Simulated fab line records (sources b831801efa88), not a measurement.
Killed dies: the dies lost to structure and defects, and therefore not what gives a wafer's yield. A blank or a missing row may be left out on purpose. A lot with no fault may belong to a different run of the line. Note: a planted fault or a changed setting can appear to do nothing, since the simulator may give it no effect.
fab line records	flow sky130
record lots=6	wafers=18	last-day=45
route steps=708 shown SD_P@327 RES_XHIGH@332 SD_N@343 PAD_OPEN@708
lots with no fault: from the same line, run without faults
start-h: hours from the record's opening day to when the first of the lot's shown wafers began	wait-h: hours since the lot's step before	" unchanged from the row above	L1.1+2: a single row standing in for several wafers	- value missing, or start not given	* or withheld: withheld	< > ~ a bound
route shown NAME@n: NAME is a module with steps in the file, n the number in the route of the first one	usual: mean and standard deviation over wafers with no fault	same: alike in all rows	chamber/n: place in a boat	sites: the reading at each site	_std_site: their standard deviation	_edge_site: mean of outer sites minus mean of inner sites	radius-mm: for every site, how far away it sits from the centre of the wafer	mask NAME#n: copy n	behind: the tool/chamber that last shaped the wafer	hold: the reason the lot was held/the length of the hold in hours/how it ended	device: which transistor (n, p or np) failed to switch	end of line: tests run on the same wafers once the route is complete	step lacking rows: just its recipe	killed: not the wafer's yield, but the dies lost to structure and defects at the first sort	map: a wafer's dies, x killed, . not, _ none there
set.NAME: the run value of the setting; set.NAME@STEP: its run value at that earlier step	model.NAME: the simulator's own value behind a step, which no gauge read
certain route steps with their lots: each step a table, each wafer a row
services: from which hour (start-h, from the record's first day; less than 0 if before it) a tool's chamber was out of use, for how many hours, and why
## steps
# step SKY_SD_P_CD_MEAS_07
# recipe target-cd-nm=380
# usual cd-nm=379.5/2.4
lot.wafer	tool	chamber	start-h	wait-h	cd-nm
L258.1	cd-sem-02	-	591.74	0.1	382.5
L258.5	"	-	"	"	380.4
L258.6	"	-	"	"	383.3
L261.2	cd-sem-02	-	604.42	0.1	377.7
L261.3	"	-	"	"	377.8
L261.5	"	-	"	"	377.3
L259.2	cd-sem-01	-	605.96	0.1	375.1
L259.3	"	-	"	"	379.5
L259.4	"	-	"	"	377.5
L264.2	cd-sem-02	-	637.57	0.1	383.3
L264.5	"	-	"	"	381.5
L264.6	"	-	"	"	381.1
L265.1	cd-sem-02	-	652.42	0.1	382.8
L265.5	"	-	"	"	383.7
L265.6	"	-	"	"	382.3
L266.1	cd-sem-02	-	652.85	0.1	378.6
L266.3	"	-	"	"	376.9
L266.5	"	-	"	"	377.6
# step SKY_SD_P_OVL_MEAS_08
# usual SD_P_OVL=0.4/1.6
lot.wafer	tool	chamber	start-h	wait-h	SD_P_OVL[nm]
L258.1	overlay-01	-	591.86	0.1	0.1
L258.5	"	-	"	"	-1.1
L258.6	"	-	"	"	-1.8
L261.2	overlay-02	-	604.53	0.1	2.6
L261.3	"	-	"	"	2.3
L261.5	"	-	"	"	0.7
L259.2	overlay-02	-	606.07	0.1	1.1
L259.3	"	-	"	"	0.2
L259.4	"	-	"	"	-0.4
L264.2	overlay-02	-	637.68	0.1	-0.6
L264.5	"	-	"	"	2.2
L264.6	"	-	"	"	1.1
L265.1	overlay-02	-	652.54	0.1	1.8
L265.5	"	-	"	"	1.8
L265.6	"	-	"	"	2.3
L266.1	overlay-01	-	652.97	0.1	-1.7
L266.3	"	-	"	"	-2.3
L266.5	"	-	"	"	-1.1
# step SKY_SD_P_IMPLANT_09
# recipe species=BF2	energy-kev=20	dose-cm2=3e+15	tilt-deg=0
# step SKY_SD_P_STRIP_10
# recipe chemistry=O2/N2	power-w=1400	pressure-mtorr=1500	platen-temp-c=withheld	o2-flow-sccm=3000	n2-flow-sccm=300	overash-fraction=0.5
# usual drypump-motor-current-A=5.5/0.45	oes-product-au=0.617/0.0044	strip-time-to-endpoint-s=17.52/0.042
lot.wafer	tool	chamber	start-h	wait-h	drypump-motor-current-A	oes-product-au	rf-hours-counter-h	strip-time-to-endpoint-s
L258.1	plasma-asher-01	0	592.05	0.1	4.8	0.620	91	17.50
L258.5	"	1	"	"	6.2	0.610	-	17.45
L258.6	"	0	"	"	4.8	0.611	-	17.46
L261.2	plasma-asher-03	0	604.71	0.1	5.4	0.620	77	17.50
L261.3	"	1	"	"	5.8	0.614	-	17.52
L261.5	"	1	"	"	5.8	0.618	-	17.50
L259.2	plasma-asher-01	0	606.25	0.1	4.8	0.621	92	17.55
L259.3	"	1	"	"	6.3	0.614	-	17.50
L259.4	"	0	"	"	4.8	0.628	-	17.56
L264.2	plasma-asher-02	1	637.86	0.1	5.4	0.615	52	17.52
L264.5	"	0	"	"	5.3	0.619	-	17.57
L264.6	"	1	"	"	5.4	0.612	-	17.50
L265.1	plasma-asher-02	0	652.72	0.1	5.3	0.612	53	17.55
L265.5	"	0	"	"	5.3	0.620	-	17.53
L265.6	"	1	"	"	5.4	0.621	-	17.53
L266.1	plasma-asher-01	0	653.16	0.1	4.8	0.622	96	17.56
L266.3	"	0	"	"	4.9	0.621	-	17.58
L266.5	"	0	"	"	4.8	0.618	-	17.56
# step SKY_SD_P_TW_MEAS_11
# usual SD_P_TW=2855/26
lot.wafer	tool	chamber	start-h	wait-h	SD_P_TW
L258.1	film-metro-02	-	592.15	0.1	2839
L258.5	"	-	"	"	2843
L258.6	"	-	"	"	2847
L261.2	film-metro-04	-	604.82	0.1	2832
L261.3	"	-	"	"	2841
L261.5	"	-	"	"	2839
L259.2	film-metro-03	-	606.36	0.1	2899
L259.3	"	-	"	"	2894
L259.4	"	-	"	"	2903
L264.2	film-metro-03	-	637.97	0.1	2901
L264.5	"	-	"	"	2902
L264.6	"	-	"	"	2899
L265.1	film-metro-03	-	652.82	0.1	2897
L265.5	"	-	"	"	2888
L265.6	"	-	"	"	2899
L266.1	film-metro-02	-	653.26	0.1	2817
L266.3	"	-	"	"	2844
L266.5	"	-	"	"	2817
# step SKY_RES_XHIGH_DEHYDRATE_00
# recipe temp-c=200	time-s=60
# step SKY_RES_XHIGH_HMDS_01
# recipe prime-time-s=60	prime-temp-c=120
# step SKY_RES_XHIGH_COAT_02
# recipe resist=NOVOLAK	spin-rpm=3000	resist-thk-nm=1140
# step SKY_RES_XHIGH_SOFTBAKE_03
# recipe temp-c=90	time-s=60	resist=NOVOLAK
# step SKY_RES_XHIGH_EXPOSE_04
# recipe mask-id=URPM	na=0.6	source-shape=conventional	sigma-outer=0.6	polarization=unpolarized	target-cd-nm=1270	dose-mj=140
# step SKY_RES_XHIGH_PEB_05
# recipe temp-c=withheld	time-s=*	resist=NOVOLAK
# step SKY_RES_XHIGH_DEVELOP_06
# recipe resist=NOVOLAK	developer=TMAH	develop-time-s=60	dev-temp-c=23
# step SKY_RES_XHIGH_IMPLANT_07
# recipe species=BF2	energy-kev=20	dose-cm2=3.6e+14	tilt-deg=0
# usual implant-ion-amu=49/0
lot.wafer	tool	chamber	start-h	wait-h	implant-ion-amu	model.implant.rp-nm	model.implant.drp-nm
L258.1	implanter-01	0	620.60	0.1	49	17.52	9.746
L258.5	"	0	"	"	49	17.52	9.746
L258.6	"	0	"	"	49	17.52	9.746
L261.2	implanter-03	0	632.93	0.1	49	17.97	9.746
L261.3	"	0	"	"	49	17.97	9.746
L261.5	"	0	"	"	49	17.97	9.746
L259.2	implanter-01	0	634.87	0.1	49	17.96	9.746
L259.3	"	0	"	"	49	17.96	9.746
L259.4	"	0	"	"	49	17.96	9.746
L264.2	implanter-03	0	665.23	0.1	11	64.82	28.3
L264.5	"	0	"	"	11	64.82	28.3
L264.6	"	0	"	"	11	64.82	28.3
L265.1	implanter-03	0	680.00	0.1	11	66.37	28.3
L265.5	"	0	"	"	11	66.37	28.3
L265.6	"	0	"	"	11	66.37	28.3
L266.1	implanter-01	0	680.34	0.1	11	65.02	28.3
L266.3	"	0	"	"	11	65.02	28.3
L266.5	"	0	"	"	11	65.02	28.3
# step SKY_RES_XHIGH_STRIP_08
# recipe chemistry=O2/N2	power-w=1400	pressure-mtorr=1500	platen-temp-c=withheld	o2-flow-sccm=3000	n2-flow-sccm=300	overash-fraction=0.5
# usual drypump-motor-current-A=5.61/0.27	oes-product-au=0.711/0.0051	strip-time-to-endpoint-s=14.28/0.043
lot.wafer	tool	chamber	start-h	wait-h	drypump-motor-current-A	oes-product-au	rf-hours-counter-h	strip-time-to-endpoint-s
L258.1	plasma-asher-02	0	620.75	0.1	5.30	0.711	51	14.21
L258.5	"	1	"	"	5.40	0.723	-	14.28
L258.6	"	0	"	"	5.27	0.714	-	14.26
L261.2	plasma-asher-04	1	633.05	0.1	6.00	0.719	21	14.26
L261.3	"	0	"	"	5.84	0.708	-	14.29
L261.5	"	1	"	"	6.00	0.706	-	14.29
L259.2	plasma-asher-04	0	634.99	0.1	5.88	0.707	21	14.28
L259.3	"	1	"	"	5.99	0.710	-	14.28
L259.4	"	0	"	"	5.86	0.719	-	14.25
L264.2	plasma-asher-03	0	665.35	0.1	5.36	0.727	83	14.22
L264.5	"	1	"	"	5.77	0.722	-	14.18
L264.6	"	0	"	"	5.35	0.712	-	14.14
L265.1	plasma-asher-04	0	680.15	0.1	5.85	0.721	26	14.22
L265.5	"	0	"	"	5.87	0.705	-	14.19
L265.6	"	1	"	"	6.01	0.723	-	14.17
L266.1	plasma-asher-03	0	680.49	0.1	5.37	0.711	84	14.21
L266.3	"	0	"	"	5.40	0.719	-	14.23
L266.5	"	0	"	"	5.38	0.723	-	14.26
# step SKY_RES_XHIGH_TW_MEAS_09
# usual RES_XHIGH_TW=1656/14
lot.wafer	tool	chamber	start-h	wait-h	hold	RES_XHIGH_TW
L258.1	film-metro-04	-	620.85	0.1	-	1659
L258.5	"	-	"	"	-	1653
L258.6	"	-	"	"	-	1654
L261.2	film-metro-02	-	633.16	0.1	-	1655
L261.3	"	-	"	"	-	1647
L261.5	"	-	"	"	-	1642
L259.2	film-metro-04	-	635.10	0.1	-	1653
L259.3	"	-	"	"	-	1656
L259.4	"	-	"	"	-	1655
L264.2	film-metro-04	-	665.46	0.1	await-dispo/0.2h/release	1066
L264.5	"	-	"	"	await-dispo/0.2h/release	1068
L264.6	"	-	"	"	await-dispo/0.2h/release	1076
L264.2	film-metro-04	-	665.73	0.3	-	1060
L264.5	"	-	"	"	-	1070
L264.6	"	-	"	"	-	1079
L265.1	film-metro-03	-	680.25	0.1	await-dispo/0.2h/release	1095
L265.5	"	-	"	"	await-dispo/0.2h/release	1091
L265.6	"	-	"	"	await-dispo/0.2h/release	1095
L265.1	film-metro-03	-	680.48	0.2	-	1091
L265.5	"	-	"	"	-	1093
L265.6	"	-	"	"	-	1096
L266.1	film-metro-02	-	680.59	0.1	await-dispo/0.2h/release	1063
L266.3	"	-	"	"	await-dispo/0.2h/release	1070
L266.5	"	-	"	"	await-dispo/0.2h/release	1070
L266.1	film-metro-02	-	680.82	0.2	-	1064
L266.3	"	-	"	"	-	1069
L266.5	"	-	"	"	-	1067
# step SKY_SD_N_HMDS_01
# recipe prime-time-s=60	prime-temp-c=120
# step SKY_SD_N_COAT_02
# recipe resist=NOVOLAK	spin-rpm=3000	resist-thk-nm=1140
# step SKY_SD_N_SOFTBAKE_03
# recipe temp-c=90	time-s=60	resist=NOVOLAK
# step SKY_SD_N_EXPOSE_04
# recipe mask-id=NSDM	na=0.6	source-shape=conventional	sigma-outer=0.6	polarization=unpolarized	target-cd-nm=380	dose-mj=141
# step SKY_SD_N_PEB_05
# recipe temp-c=withheld	time-s=*	resist=NOVOLAK
# step SKY_SD_N_DEVELOP_06
# recipe resist=NOVOLAK	developer=TMAH	develop-time-s=60	dev-temp-c=23
# step SKY_SD_N_CD_MEAS_07
# recipe target-cd-nm=380
# usual cd-nm=380.3/2.7
lot.wafer	tool	chamber	start-h	wait-h	cd-nm
L258.1	cd-sem-01	-	648.85	0.1	380.5
L258.5	"	-	"	"	379.4
L258.6	"	-	"	"	380.2
L261.2	cd-sem-02	-	660.34	0.1	382.5
L261.3	"	-	"	"	381.5
L261.5	"	-	"	"	382.4
L259.2	cd-sem-01	-	661.72	0.1	378.5
L259.3	"	-	"	"	378.5
L259.4	"	-	"	"	377.5
L264.2	cd-sem-02	-	691.52	0.1	382.2
L264.5	"	-	"	"	382.1
L264.6	"	-	"	"	378.6
L265.1	cd-sem-01	-	706.70	0.1	383.0
L265.5	"	-	"	"	381.1
L265.6	"	-	"	"	382.2
L266.1	cd-sem-02	-	706.92	0.1	380.5
L266.3	"	-	"	"	381.7
L266.5	"	-	"	"	381.4
# step SKY_SD_N_OVL_MEAS_08
# usual SD_N_OVL=0.9/2.1
lot.wafer	tool	chamber	start-h	wait-h	SD_N_OVL[nm]
L258.1	overlay-01	-	648.97	0.1	1.1
L258.5	"	-	"	"	2.7
L258.6	"	-	"	"	4.1
L261.2	overlay-01	-	660.44	0.1	-1.5
L261.3	"	-	"	"	-1.4
L261.5	"	-	"	"	-2.4
L259.2	overlay-02	-	661.83	0.1	2.9
L259.3	"	-	"	"	2.8
L259.4	"	-	"	"	2.4
L264.2	overlay-02	-	691.63	0.1	-1.4
L264.5	"	-	"	"	-1.3
L264.6	"	-	"	"	-0.1
L265.1	overlay-02	-	706.82	0.1	3.2
L265.5	"	-	"	"	4.0
L265.6	"	-	"	"	3.6
L266.1	overlay-01	-	707.04	0.1	-0.7
L266.3	"	-	"	"	1.9
L266.5	"	-	"	"	0.9
# step SKY_SD_N_IMPLANT_09
# recipe species=As	energy-kev=50	dose-cm2=4e+15	tilt-deg=0
# step SKY_SD_N_IMPLANT_10
# recipe species=P	energy-kev=20	dose-cm2=1e+14	tilt-deg=0
# step SKY_SD_N_STRIP_11
# recipe chemistry=O2/N2	power-w=1400	pressure-mtorr=1500	platen-temp-c=withheld	o2-flow-sccm=3000	n2-flow-sccm=300	overash-fraction=0.5
# usual drypump-motor-current-A=5.5/0.51	oes-product-au=0.528/0.0043	strip-time-to-endpoint-s=22.55/0.039
lot.wafer	tool	chamber	start-h	wait-h	drypump-motor-current-A	oes-product-au	rf-hours-counter-h	strip-time-to-endpoint-s
L258.1	plasma-asher-02	1	649.31	0.1	5.4	0.532	53	22.65
L258.5	"	1	"	"	5.4	0.530	-	22.57
L258.6	"	0	"	"	5.3	0.531	-	22.54
L261.2	plasma-asher-02	0	660.77	0.1	5.3	0.523	54	22.51
L261.3	"	0	"	"	5.3	0.534	-	22.53
L261.5	"	1	"	"	5.4	0.525	-	22.53
L259.2	plasma-asher-02	0	662.16	0.1	5.3	0.528	54	22.52
L259.3	"	1	"	"	5.4	0.528	-	22.60
L259.4	"	0	"	"	5.3	0.523	-	22.58
L264.2	plasma-asher-01	0	691.96	0.1	4.8	0.534	100	22.62
L264.5	"	0	"	"	4.8	0.530	-	22.59
L264.6	"	1	"	"	6.2	0.529	-	22.57
L265.1	plasma-asher-02	1	707.16	0.1	5.4	0.534	59	22.58
L265.5	"	1	"	"	5.4	0.519	-	22.55
L265.6	"	0	"	"	5.3	0.533	-	22.58
L266.1	plasma-asher-01	1	707.37	0.1	6.2	0.532	102	22.52
L266.3	"	1	"	"	6.2	0.530	-	22.55
L266.5	"	1	"	"	6.2	0.526	-	22.56
# step SKY_SD_N_TW_MEAS_12
# usual SD_N_TW=4032/40
lot.wafer	tool	chamber	start-h	wait-h	SD_N_TW
L258.1	film-metro-03	-	649.41	0.1	4056
L258.5	"	-	"	"	4037
L258.6	"	-	"	"	4054
L261.2	film-metro-03	-	660.88	0.1	4063
L261.3	"	-	"	"	4068
L261.5	"	-	"	"	4048
L259.2	film-metro-03	-	662.27	0.1	4092
L259.3	"	-	"	"	4092
L259.4	"	-	"	"	4114
L264.2	film-metro-02	-	692.07	0.1	3987
L264.5	"	-	"	"	3989
L264.6	"	-	"	"	4003
L265.1	film-metro-03	-	707.26	0.1	4073
L265.5	"	-	"	"	4066
L265.6	"	-	"	"	4096
L266.1	film-metro-04	-	707.47	0.1	4007
L266.3	"	-	"	"	4031
L266.5	"	-	"	"	4031
# step SKY_SD_N_CLEAN_13
# recipe chemistry=SC1/SC2	mix=1:4:20	temp-c=70	time-s=150	dry=n2-spin
# step SKY_SD_N_RTA_14
# recipe temp-c=1075	time-s=2	idle-temp-c=650	ramp-up-c-per-s=150	ramp-down-c-per-s=90	ambient=N2
# usual lamp-power-pct=15.73/0.055	wafer_temp_C_max=1078.0/1.2
lot.wafer	tool	chamber	start-h	wait-h	lamp-power-pct	wafer_temp_C_max
L258.1	rtp-anneal-02	0	649.52	0.0	15.73	1076.5
L258.5	"	0	"	"	15.76	1076.7
L258.6	"	0	"	"	15.75	1078.1
L261.2	rtp-anneal-02	0	660.99	0.0	15.68	1079.2
L261.3	"	0	"	"	15.75	1078.1
L261.5	"	0	"	"	15.74	1077.5
L259.2	rtp-anneal-02	0	662.38	0.0	15.75	1077.7
L259.3	"	0	"	"	15.76	1076.4
L259.4	"	0	"	"	15.83	1079.4
L264.2	rtp-anneal-02	0	692.20	0.0	15.70	1076.7
L264.5	"	0	"	"	15.75	1077.2
L264.6	"	0	"	"	15.75	1077.2
L265.1	rtp-anneal-01	0	707.37	0.0	15.72	1078.1
L265.5	"	0	"	"	15.83	1079.2
L265.6	"	0	"	"	15.74	1079.6
L266.1	rtp-anneal-02	0	707.58	0.0	15.71	1078.1
L266.3	"	0	"	"	15.69	1076.8
L266.5	"	0	"	"	15.86	1076.7
# step SKY_SD_N_RS_MEAS_16
# recipe thk-meas-gauge=four-point-probe
# usual SD_N_RS=68.52/0.17
lot.wafer	tool	chamber	start-h	wait-h	SD_N_RS[ohm/sq]
L258.1	film-metro-04	-	649.69	0.1	68.50
L258.5	"	-	"	"	68.40
L258.6	"	-	"	"	68.54
L261.2	film-metro-03	-	661.18	0.1	68.57
L261.3	"	-	"	"	68.69
L261.5	"	-	"	"	68.57
L259.2	film-metro-04	-	662.56	0.1	68.57
L259.3	"	-	"	"	68.65
L259.4	"	-	"	"	68.57
L264.2	film-metro-03	-	692.39	0.1	68.72
L264.5	"	-	"	"	68.70
L264.6	"	-	"	"	68.56
L265.1	film-metro-02	-	707.54	0.1	68.05
L265.5	"	-	"	"	68.17
L265.6	"	-	"	"	68.22
L266.1	film-metro-04	-	707.81	0.1	68.42
L266.3	"	-	"	"	68.68
L266.5	"	-	"	"	68.47
# step SKY_SD_N_RS_MEAS_17
# recipe thk-meas-gauge=four-point-probe
# usual SD_P_RS=147.0/0.47
lot.wafer	tool	chamber	start-h	wait-h	SD_P_RS[ohm/sq]
L258.1	film-metro-04	-	649.81	0.1	147.0
L258.5	"	-	"	"	146.8
L258.6	"	-	"	"	146.8
L261.2	film-metro-03	-	661.30	0.1	147.3
L261.3	"	-	"	"	147.3
L261.5	"	-	"	"	147.3
L259.2	film-metro-04	-	662.68	0.1	147.6
L259.3	"	-	"	"	147.3
L259.4	"	-	"	"	147.3
L264.2	film-metro-03	-	692.51	0.1	147.4
L264.5	"	-	"	"	147.6
L264.6	"	-	"	"	147.4
L265.1	film-metro-02	-	707.66	0.1	145.7
L265.5	"	-	"	"	145.9
L265.6	"	-	"	"	146.0
L266.1	film-metro-04	-	707.93	0.1	147.0
L266.3	"	-	"	"	147.3
L266.5	"	-	"	"	147.3
# step SKY_SD_N_RS_MEAS_18
# recipe thk-meas-gauge=four-point-probe
# usual RES_XHIGH_RS=333.2/1.5
lot.wafer	tool	chamber	start-h	wait-h	hold	RES_XHIGH_RS[ohm/sq]
L258.1	film-metro-04	-	649.93	0.1	-	334.4
L258.5	"	-	"	"	-	333.4
L258.6	"	-	"	"	-	334.1
L261.2	film-metro-03	-	661.42	0.1	-	335.3
L261.3	"	-	"	"	-	334.7
L261.5	"	-	"	"	-	333.6
L259.2	film-metro-04	-	662.80	0.1	-	333.1
L259.3	"	-	"	"	-	332.6
L259.4	"	-	"	"	-	333.2
L264.2	film-metro-03	-	692.63	0.1	await-dispo/0.2h/release	259.2
L264.5	"	-	"	"	await-dispo/0.2h/release	259.0
L264.6	"	-	"	"	await-dispo/0.2h/release	258.3
L264.2	film-metro-03	-	693.09	0.4	-	258.7
L264.5	"	-	"	"	-	258.5
L264.6	"	-	"	"	-	258.5
L265.1	film-metro-02	-	707.78	0.1	await-dispo/0.2h/release	256.3
L265.5	"	-	"	"	await-dispo/0.2h/release	256.8
L265.6	"	-	"	"	await-dispo/0.2h/release	257.5
L265.1	film-metro-02	-	708.07	0.3	-	256.8
L265.5	"	-	"	"	-	257.2
L265.6	"	-	"	"	-	256.2
L266.1	film-metro-04	-	708.05	0.1	await-dispo/0.2h/release	258.7
L266.3	"	-	"	"	await-dispo/0.2h/release	258.6
L266.5	"	-	"	"	await-dispo/0.2h/release	259.3
L266.1	film-metro-04	-	708.34	0.3	-	258.9
L266.3	"	-	"	"	-	259.3
L266.5	"	-	"	"	-	259.4
# step SKY_PAD_OPEN_PROBE_99
# usual defect-limited-yield=82.3/2	killed_at_M0_to_M3=43/7	killed_at_M4_up=3.5/1.9	killed-at-contacts=24/5.3	killed-at-front-end=15/4.4	killed-at-other=0.3/0.69	killed-dies=87/9.7	killed-open=48/7	killed-short=39/6.4	sort_bin_3_pad_short=0.9/0.46	sort_bin_5_function=10.5/1.4	sort_bin_6_memory=6.3/1.2	sort-n-pass=405/9.7	sort-yield-pct=82.3/2
# same gross-dies=492	killed-at-back-side=0	sort_bin_4_leakage[%]=0	sort_bin_8_speed[%]=0
lot.wafer	tool	chamber	start-h	wait-h	defect-limited-yield[%]	killed_at_M0_to_M3	killed_at_M4_up	killed-at-contacts	killed-at-front-end	killed-at-other	killed-dies	killed-open	killed-short	sort_bin_3_pad_short[%]	sort_bin_5_function[%]	sort_bin_6_memory[%]	sort-n-pass	sort-yield-pct[%]
L258.1	prober-02	-	1073.56	0.1	83.7	41	5	19	15	0	80	44	35	0.6	11.4	4.3	412	83.7
L258.5	prober-02	-	1073.76	0.2	85.2	35	1	22	15	0	73	40	33	1.0	8.7	5.1	419	85.2
L258.6	prober-02	-	1073.81	0.2	76.8	51	5	37	21	0	114	67	47	0.6	11.8	10.8	378	76.8
L259.2	prober-02	-	1084.59	0.1	82.7	40	2	24	19	0	85	41	41	0.4	11.2	5.7	407	82.7
L259.3	prober-02	-	1084.64	0.2	81.9	51	5	26	7	0	89	45	44	0.8	10.8	6.5	403	81.9
L259.4	prober-02	-	1084.69	0.2	80.7	42	5	32	16	0	95	60	34	1.0	9.3	8.9	397	80.7
# killed by level:class
L258.1 VIA1:geometric-particle:open=9 VIA3:geometric-particle:open=8 LI_CONTACT:geometric-particle:open=6 CONTACT:geometric-particle:open=5 VIA1:geometric-particle:short=5 LI_CONTACT:geometric-particle:short=4 VIA3:geometric-particle:short=4 FIELD_ISO:geometric-particle:open=3
L258.5 VIA1:geometric-particle:open=9 CONTACT:geometric-particle:open=9 VIA3:geometric-particle:open=5 FIELD_ISO:geometric-particle:short=4 POLY_GATE:geometric-particle:open=4 LOCAL_INTERCONNECT:geometric-particle:short=4 CONTACT:geometric-particle:short=4 METAL1:geometric-particle:short=4
L258.6 VIA1:geometric-particle:open=13 CONTACT:geometric-particle:open=13 VIA3:geometric-particle:open=12 LI_CONTACT:geometric-particle:open=11 POLY_GATE:geometric-particle:short=8 CONTACT:geometric-particle:short=8 VIA2:geometric-particle:open=4 POLY_GATE:geometric-particle:open=4
L259.2 LI_CONTACT:geometric-particle:open=7 CONTACT:geometric-particle:open=7 VIA1:geometric-particle:open=7 METAL2:geometric-particle:short=7 CONTACT:geometric-particle:short=5 VIA1:geometric-particle:short=5 METAL3:geometric-particle:short=5 VIA3:geometric-particle:open=5
L259.3 VIA1:geometric-particle:open=9 CONTACT:geometric-particle:open=8 VIA1:geometric-particle:short=8 LI_CONTACT:geometric-particle:open=7 METAL2:geometric-particle:short=6 VIA3:geometric-particle:open=6 CONTACT:geometric-particle:short=5 METAL1:geometric-particle:short=4
L259.4 CONTACT:geometric-particle:open=14 VIA1:geometric-particle:open=12 VIA2:geometric-particle:open=9 LI_CONTACT:geometric-particle:open=8 CONTACT:geometric-particle:short=6 VIA3:geometric-particle:open=6 FIELD_ISO:geometric-particle:open=4 VIA1:geometric-particle:short=4
## services
tool	chamber	start-h	hours	kind
implanter-03	-	588.71	4.8	pm
plasma-asher-01	-	598.70	3.7	repair
rtp-anneal-01	-	602.18	5.2	pm
implanter-01	-	610.62	0.6	repair
plasma-asher-02	-	623.57	4.3	repair
rtp-anneal-01	-	633.64	66.4	pm
plasma-asher-01	-	638.17	2.9	repair
implanter-01	-	651.55	10.9	repair
plasma-asher-03	-	685.57	7.5	repair
## key
first-sign step=SKY_RES_XHIGH_IMPLANT_07	reading=implant-ion-amu	direction=down	sigmas=99+	usual=49	struck=11
effect step=SKY_RES_XHIGH_TW_MEAS_09	reading=visit	direction=added
effect step=SKY_RES_XHIGH_TW_MEAS_09	reading=RES_XHIGH_TW	direction=down	sigmas=43	usual=1656	struck=1077
effect step=SKY_SD_N_RS_MEAS_18	reading=visit	direction=added
effect step=SKY_SD_N_RS_MEAS_18	reading=RES_XHIGH_RS	direction=down	sigmas=50	usual=333.2	struck=258.2
model-effect step=SKY_RES_XHIGH_IMPLANT_07	value=implant.rp-nm	without=17.24	struck=65.4
met-at SKY_RES_XHIGH_IMPLANT_07
struck-wafers L264.2,L264.5,L264.6,L265.1,L265.5,L265.6,L266.1,L266.3,L266.5
scrapped-behind SKY_SD_N_RS_MEAS_18 L264.2,L264.5,L264.6,L265.1,L265.5,L265.6,L266.1,L266.3,L266.5
onset-between 634.87 665.23
fault kind=wrong-recipe-download	tool=implanter-01,implanter-03,implanter-04	chamber=-	onset-h=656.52	steps=SKY_RES_XHIGH_IMPLANT_07	wrong-recipe.not-listed=1
